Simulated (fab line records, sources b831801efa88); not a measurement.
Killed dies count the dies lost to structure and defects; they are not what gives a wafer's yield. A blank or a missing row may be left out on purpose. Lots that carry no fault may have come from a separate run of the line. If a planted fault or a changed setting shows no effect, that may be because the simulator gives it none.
Chamber matching / flow sky130 / SKY_FIELD_ISO_CMP_27 on cmp-02 has 4 sister chambers
The step polishes, stops on Si3N4, t overpolish 16 s, target thk 457.8 nm. 4 wafers are shown with their chamber, then 7 later ones without.

WAFERS PAIRED WITH THEIR CHAMBERS
wafer=L278.3; chamber=1; motorCurrentA (A)=12.8
wafer=L280.6; chamber=3; motorCurrentA (A)=10.9
wafer=L282.4; chamber=2; motorCurrentA (A)=11.2
wafer=L282.6; chamber=0; motorCurrentA (A)=10.8

WAFERS WITHOUT THEIR CHAMBER
wafer=L285.2; motorCurrentA (A)=11.7
wafer=L285.3; motorCurrentA (A)=11.2
wafer=L285.4; motorCurrentA (A)=10.7
wafer=L291.5; motorCurrentA (A)=10.9
wafer=L297.1; motorCurrentA (A)=10.3
wafer=L297.2; motorCurrentA (A)=11.3
wafer=L297.3; motorCurrentA (A)=11.9

WHICH CHAMBER EACH WENT THROUGH
wafer=L285.2; from the rows above=can't be placed: 2 or 3 or 0 or 1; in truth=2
wafer=L285.3; from the rows above=can't be placed: 2 or 3 or 0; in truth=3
wafer=L285.4; from the rows above=can't be placed: 0 or 3 or 2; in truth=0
wafer=L291.5; from the rows above=can't be placed: 3 or 0 or 2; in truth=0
wafer=L297.1; from the rows above=can't be placed: 0 or 3 or 2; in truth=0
wafer=L297.2; from the rows above=can't be placed: 2 or 3 or 0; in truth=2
wafer=L297.3; from the rows above=can't be placed: 2 or 1 or 3 or 0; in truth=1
Placed correctly: 0 of 7. Cannot be placed on the basis of these rows: 7; the candidates contain the true chamber in 7. Placed wrongly: 0.
How it was worked out, from the rows above alone: a wafer's distance from a chamber is the root of the sum, over the readings, of the square of ((its reading less the chamber's mean) divided by the reading's scatter). The wafer belongs to the nearest chamber; if the next one is less than 2 further off, it can't be placed. A chamber's mean is the mean of its shown wafers. The scatter (one wafer shown for each chamber): square how far every hidden wafer sits from the nearest shown wafer, average those squares and take the square root.
